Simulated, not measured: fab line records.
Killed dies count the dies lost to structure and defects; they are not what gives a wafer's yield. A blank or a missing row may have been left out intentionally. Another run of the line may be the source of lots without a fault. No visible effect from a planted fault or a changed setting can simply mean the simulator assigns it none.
Which tool did it? :: flow sfqLine :: 42 wafers from 14 lots sampled at 5 of the route's 325 steps

== WHAT THE GAUGES READ, wafer by wafer ==
SFQ_M4_OVL_MEAS_926.
lot: L930
measured: day 46 03:34
on: overlay-01
M4_OVL (nm): -15 -6 -3

lot: L932
measured: day 46 07:05
on: overlay-02
M4_OVL (nm): -5 -8 -13

lot: L933
measured: day 46 08:17
on: overlay-02
M4_OVL (nm): 4 1 1

lot: L936
measured: day 46 11:53
on: overlay-02
M4_OVL (nm): -2 -7 -1

lot: L938
measured: day 47 01:52
on: overlay-02
M4_OVL (nm): -7 -7 4

lot: L939
measured: day 48 02:52
on: overlay-01
M4_OVL (nm): -5 -11 -11

lot: L941
measured: day 56 09:58
on: overlay-02
M4_OVL (nm): 5 -1 5

lot: L942
measured: day 57 02:45
on: overlay-01
M4_OVL (nm): 10 12 10

lot: L943
measured: day 58 12:28
on: overlay-01
M4_OVL (nm): -4 -3 1

lot: L944
measured: day 58 20:52
on: overlay-01
M4_OVL (nm): 1 -1 -8

lot: L946
measured: day 59 06:27
on: overlay-01
M4_OVL (nm): 7 0 5

lot: L948
measured: day 59 16:03
on: overlay-02
M4_OVL (nm): 12 15 13

lot: L949
measured: day 59 17:16
on: overlay-01
M4_OVL (nm): 12 9 1

lot: L950
measured: day 59 19:40
on: overlay-02
M4_OVL (nm): 1 -1 1

SFQ_R5_OVL_MEAS_935.
lot: L930
measured: day 62 00:32
on: overlay-01
R5_OVL (nm): 6 8 9

lot: L932
measured: day 62 05:20
on: overlay-01
R5_OVL (nm): 0 -2 3

lot: L933
measured: day 62 08:56
on: overlay-02
R5_OVL (nm): -7 -5 -9

lot: L936
measured: day 62 20:56
on: overlay-02
R5_OVL (nm): -2 -12 -7

lot: L938
measured: day 63 05:29
on: overlay-01
R5_OVL (nm): 0 -5 -1

lot: L939
measured: day 63 09:04
on: overlay-01
R5_OVL (nm): -3 2 -3

lot: L941
measured: day 63 18:40
on: overlay-02
R5_OVL (nm): 3 -2 7

lot: L942
measured: day 63 22:16
on: overlay-02
R5_OVL (nm): -8 -7 -8

lot: L943
measured: day 64 03:05
on: overlay-02
R5_OVL (nm): -3 -7 -4

lot: L944
measured: day 64 06:40
on: overlay-02
R5_OVL (nm): -1 1 -1

lot: L946
measured: day 64 14:17
on: overlay-02
R5_OVL (nm): 6 1 0

lot: L948
measured: day 64 22:47
on: overlay-01
R5_OVL (nm): 1 -5 -8

lot: L949
measured: day 64 23:59
on: overlay-01
R5_OVL (nm): -2 -2 2

lot: L950
measured: day 65 07:11
on: overlay-01
R5_OVL (nm): 15 16 13

== WHAT TOOL EACH LOT RAN ON (gives the tool, then ch and the chambers of the sampled wafers, and finally the start) ==
lot: L930
SFQ_TRILAYER_JJ_TRILAYER_DEP_SPUTTER_110: pvdSputter-04, day 51 09:52
SFQ_TRILAYER_JJ_CE_LITHO_EXPOSE_115: krfScanner-02 ch 0, day 52 02:28
SFQ_TRILAYER_JJ_CE_METRO_MEASURE_117: cdSem-01, day 52 03:59

lot: L932
SFQ_TRILAYER_JJ_TRILAYER_DEP_SPUTTER_110: pvdSputter-04, day 51 13:52
SFQ_TRILAYER_JJ_CE_LITHO_EXPOSE_115: krfScanner-02 ch 0, day 52 06:16
SFQ_TRILAYER_JJ_CE_METRO_MEASURE_117: cdSem-01, day 52 07:47

lot: L933
SFQ_TRILAYER_JJ_TRILAYER_DEP_SPUTTER_110: pvdSputter-03, day 51 15:40
SFQ_TRILAYER_JJ_CE_LITHO_EXPOSE_115: krfScanner-02 ch 0, day 52 07:16
SFQ_TRILAYER_JJ_CE_METRO_MEASURE_117: cdSem-02, day 52 08:47

lot: L936
SFQ_TRILAYER_JJ_TRILAYER_DEP_SPUTTER_110: pvdSputter-03, day 51 21:04
SFQ_TRILAYER_JJ_CE_LITHO_EXPOSE_115: krfScanner-02 ch 0, day 52 11:04
SFQ_TRILAYER_JJ_CE_METRO_MEASURE_117: cdSem-01, day 52 12:35

lot: L938
SFQ_TRILAYER_JJ_TRILAYER_DEP_SPUTTER_110: pvdSputter-03, day 51 23:28
SFQ_TRILAYER_JJ_CE_LITHO_EXPOSE_115: krfScanner-02 ch 0, day 52 14:52
SFQ_TRILAYER_JJ_CE_METRO_MEASURE_117: cdSem-01, day 52 16:23

lot: L939
SFQ_TRILAYER_JJ_TRILAYER_DEP_SPUTTER_110: pvdSputter-04, day 52 01:27
SFQ_TRILAYER_JJ_CE_LITHO_EXPOSE_115: krfScanner-02 ch 0, day 52 15:40
SFQ_TRILAYER_JJ_CE_METRO_MEASURE_117: cdSem-02, day 52 17:11

lot: L941
SFQ_TRILAYER_JJ_TRILAYER_DEP_SPUTTER_110: pvdSputter-04, day 57 02:43
SFQ_TRILAYER_JJ_CE_LITHO_EXPOSE_115: krfScanner-02 ch 0, day 58 02:08
SFQ_TRILAYER_JJ_CE_METRO_MEASURE_117: cdSem-01, day 58 03:41

lot: L942
SFQ_TRILAYER_JJ_TRILAYER_DEP_SPUTTER_110: pvdSputter-04, day 58 05:43
SFQ_TRILAYER_JJ_CE_LITHO_EXPOSE_115: krfScanner-02 ch 0, day 58 13:52
SFQ_TRILAYER_JJ_CE_METRO_MEASURE_117: cdSem-02, day 58 15:25

lot: L943
SFQ_TRILAYER_JJ_TRILAYER_DEP_SPUTTER_110: pvdSputter-04, day 58 21:16
SFQ_TRILAYER_JJ_CE_LITHO_EXPOSE_115: krfScanner-02 ch 0, day 59 00:34
SFQ_TRILAYER_JJ_CE_METRO_MEASURE_117: cdSem-02, day 59 02:05

lot: L944
SFQ_TRILAYER_JJ_TRILAYER_DEP_SPUTTER_110: pvdSputter-06, day 59 05:35
SFQ_TRILAYER_JJ_CE_LITHO_EXPOSE_115: krfScanner-02 ch 0, day 59 07:50
SFQ_TRILAYER_JJ_CE_METRO_MEASURE_117: cdSem-01, day 59 09:22

lot: L946
SFQ_TRILAYER_JJ_TRILAYER_DEP_SPUTTER_110: pvdSputter-04, day 59 16:34
SFQ_TRILAYER_JJ_CE_LITHO_EXPOSE_115: krfScanner-02 ch 0, day 59 18:35
SFQ_TRILAYER_JJ_CE_METRO_MEASURE_117: cdSem-01, day 59 20:08

lot: L948
SFQ_TRILAYER_JJ_TRILAYER_DEP_SPUTTER_110: pvdSputter-06, day 60 01:26
SFQ_TRILAYER_JJ_CE_LITHO_EXPOSE_115: krfScanner-02 ch 0, day 60 03:50
SFQ_TRILAYER_JJ_CE_METRO_MEASURE_117: cdSem-02, day 60 05:22

lot: L949
SFQ_TRILAYER_JJ_TRILAYER_DEP_SPUTTER_110: pvdSputter-03, day 60 03:50
SFQ_TRILAYER_JJ_CE_LITHO_EXPOSE_115: krfScanner-02 ch 0, day 60 07:38
SFQ_TRILAYER_JJ_CE_METRO_MEASURE_117: cdSem-01, day 60 09:10

lot: L950
SFQ_TRILAYER_JJ_TRILAYER_DEP_SPUTTER_110: pvdSputter-04, day 60 07:36
SFQ_TRILAYER_JJ_CE_LITHO_EXPOSE_115: krfScanner-02 ch 0, day 60 11:14
SFQ_TRILAYER_JJ_CE_METRO_MEASURE_117: cdSem-02, day 60 12:46
- SFQ_TRILAYER_JJ_TRILAYER_DEP_SPUTTER_110: material Al, target thk 8 nm, time 10 s.
- SFQ_TRILAYER_JJ_CE_LITHO_EXPOSE_115: exposes mask J5, target cd 700 nm.
- SFQ_TRILAYER_JJ_CE_METRO_MEASURE_117

== AS READ BY THE TOOLS THEMSELVES (means over the sampled wafers that have a number; for cases with no such wafer, the mark the record gives instead) ==
SFQ_TRILAYER_JJ_TRILAYER_DEP_SPUTTER_110.
lot: L930
tool: pvdSputter-04
throttleValvePct (%): 31.3

lot: L932
tool: pvdSputter-04
throttleValvePct (%): 31.0

lot: L933
tool: pvdSputter-03
throttleValvePct (%): 29.7

lot: L936
tool: pvdSputter-03
throttleValvePct (%): 29.8

lot: L938
tool: pvdSputter-03
throttleValvePct (%): 29.6

lot: L939
tool: pvdSputter-04
throttleValvePct (%): 31.2

lot: L941
tool: pvdSputter-04
throttleValvePct (%): 30.1

lot: L942
tool: pvdSputter-04
throttleValvePct (%): 30.2

lot: L943
tool: pvdSputter-04
throttleValvePct (%): 31.0

lot: L944
tool: pvdSputter-06
throttleValvePct (%): 31.1

lot: L946
tool: pvdSputter-04
throttleValvePct (%): 30.0

lot: L948
tool: pvdSputter-06
throttleValvePct (%): 30.0

lot: L949
tool: pvdSputter-03
throttleValvePct (%): 29.2

lot: L950
tool: pvdSputter-04
throttleValvePct (%): 31.3

SFQ_TRILAYER_JJ_CE_METRO_MEASURE_117.
lot: L930
tool: cdSem-01
cdNm (nm): 698.1

lot: L932
tool: cdSem-01
cdNm (nm): 697.0

lot: L933
tool: cdSem-02
cdNm (nm): 699.4

lot: L936
tool: cdSem-01
cdNm (nm): 698.1

lot: L938
tool: cdSem-01
cdNm (nm): 696.1

lot: L939
tool: cdSem-02
cdNm (nm): 698.2

lot: L941
tool: cdSem-01
cdNm (nm): 699.3

lot: L942
tool: cdSem-02
cdNm (nm): 698.7

lot: L943
tool: cdSem-02
cdNm (nm): 699.8

lot: L944
tool: cdSem-01
cdNm (nm): 700.5

lot: L946
tool: cdSem-01
cdNm (nm): 697.5

lot: L948
tool: cdSem-02
cdNm (nm): 699.3

lot: L949
tool: cdSem-01
cdNm (nm): 701.0

lot: L950
tool: cdSem-02
cdNm (nm): 698.4

== THE ANSWER, worked out from the rows above alone ==
Rule: usual is defined by the lots themselves. The widest of any qualifying gaps counts: lots, ordered by their means at a reading, are off when they make up no more than a third of the lots, leave a main group of 4 or more, and stand apart from it by 3 or more times the standard deviation of that group's means. A main group whose means are all the same, to the digits that the tables above print for the reading, isn't used. Also off: a lot with no number at a reading for which 4 or more lots have one. Any other lot the step has rows for is counted as sound. The gauges are gone through in route order, then the tools' own readings, and for those a lot's mean is taken as printed above. At the first step where some lot is off, the reading lying furthest off is the one used; lots without a number count as furthest.
None of the lots is off at any reading shown; this tells nothing.

== WHAT THE SIMULATOR PUT IN ==
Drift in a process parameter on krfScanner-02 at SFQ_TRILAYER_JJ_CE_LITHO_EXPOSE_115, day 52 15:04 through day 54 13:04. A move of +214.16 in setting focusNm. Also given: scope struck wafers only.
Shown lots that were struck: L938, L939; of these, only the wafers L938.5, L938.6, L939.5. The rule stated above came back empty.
